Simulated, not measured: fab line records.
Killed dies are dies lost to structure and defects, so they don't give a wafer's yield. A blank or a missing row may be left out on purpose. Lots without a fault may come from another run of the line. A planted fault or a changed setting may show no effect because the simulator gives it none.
What tool caused it? | flow gf180mcu | Sampling: 13 lots, 38 wafers, 2 of 602 route steps

## WHAT THE GAUGES SHOWED, per wafer
GF_V4_THK_MEAS_03. Usual: for V4_CVD_02_THK the level is 851 nm and the standard deviation is 13.
lot  | measured     | on            | V4_CVD_02_THK (nm) | flag
L263 | day 23 12:29 | film_metro-04 | 842 833 844        |
L264 | day 23 18:13 | film_metro-01 | 840 844 861        |
L265 | day 24 04:37 | film_metro-03 | 859 840 852        |
L266 | day 24 09:37 | film_metro-01 | 842 869 864        |
L270 | day 25 23:20 | film_metro-01 | 857 844 845        |
L271 | day 26 05:06 | film_metro-03 | 835 864 835        |
L272 | day 26 11:38 | film_metro-03 | 854 850 852        |
L275 | day 27 12:35 | film_metro-04 | 844 837 858        |
L276 | day 27 17:06 | film_metro-01 | 865 867 877        |
L278 | day 28 21:22 | film_metro-01 | 875 864 842        |
L279 | day 28 23:44 | film_metro-04 | 833 846 860        |
L285 | day 30 12:13 | film_metro-04 | 832 840 851        |
L286 | day 30 20:05 | film_metro-03 | 832 838            |

## TOOL THAT RAN EACH LOT (tool first, then ch and the chambers of the sampled wafers, then the start)
lot  | GF_V3_ETCH_17
L263 | rie_diel-02 ch 1,2, day 23 12:29 or earlier
L264 | rie_diel-02 ch 0,3, day 23 18:13 or earlier
L265 | rie_diel-03 ch 1,2,3, day 24 04:37 or earlier
L266 | rie_diel-02 ch 0,2,3, day 24 09:37 or earlier
L270 | rie_diel-03 ch 0,1, day 25 23:20 or earlier
L271 | rie_diel-04 ch 0,1,3, day 26 05:06 or earlier
L272 | rie_diel-03 ch 0,1,3, day 26 11:38 or earlier
L275 | rie_diel-04 ch 1,2,3, day 27 12:35 or earlier
L276 | rie_diel-04 ch 0,1,3, day 27 17:06 or earlier
L278 | rie_diel-03 ch 0,2,3, day 28 21:22 or earlier
L279 | rie_diel-04 ch 2,3, day 28 23:44 or earlier
L285 | rie_diel-04 ch 0,1,3, day 30 12:13 or earlier
L286 | rie_diel-04 ch 0,2, day 30 20:05 or earlier
- GF_V3_ETCH_17: etches SiO2 in C4F8/O2/Ar, stops on TiN, target depth 635 nm.

## WHAT THE TOOLS THEMSELVES READ (means of the sampled wafers that have a number; where no wafer has one, the mark that the record gives instead)
GF_V3_ETCH_17. Usual: oes_product_au 0.856 a.u., standard deviation 0.0044.
lot  | tool        | oes_product_au (a.u.) | flag
L263 | rie_diel-02 | 0.858                 |
L264 | rie_diel-02 | 0.856                 |
L265 | rie_diel-03 | 0.858                 |
L266 | rie_diel-02 | 0.847                 |
L270 | rie_diel-03 | 0.854                 |
L271 | rie_diel-04 | 0.856                 |
L272 | rie_diel-03 | 0.857                 |
L275 | rie_diel-04 | 0.853                 |
L276 | rie_diel-04 | 0.854                 |
L278 | rie_diel-03 | 0.852                 |
L279 | rie_diel-04 | 0.858                 |
L285 | rie_diel-04 | 0.859                 |
L286 | rie_diel-04 | 0.856                 |

## THE ANSWER, worked out from the rows above alone
Rule: a lot is off if the mean of its wafers that have a number lies more than 3 standard deviations from the usual mean. Also off: a lot with no number at a reading for which 4 or more lots have one. The other lots that the step has rows for count as sound. Order of review: gauges by route order, followed by the tools' own readings, for which a lot's mean as printed above is used. The first step at which some lot is off is used, and at that step the reading that is off furthest; a lot without a number counts as furthest.
Across all readings shown, no lot is off: no conclusion can be drawn from this.

## WHAT HAD BEEN PUT IN BY THE SIMULATOR
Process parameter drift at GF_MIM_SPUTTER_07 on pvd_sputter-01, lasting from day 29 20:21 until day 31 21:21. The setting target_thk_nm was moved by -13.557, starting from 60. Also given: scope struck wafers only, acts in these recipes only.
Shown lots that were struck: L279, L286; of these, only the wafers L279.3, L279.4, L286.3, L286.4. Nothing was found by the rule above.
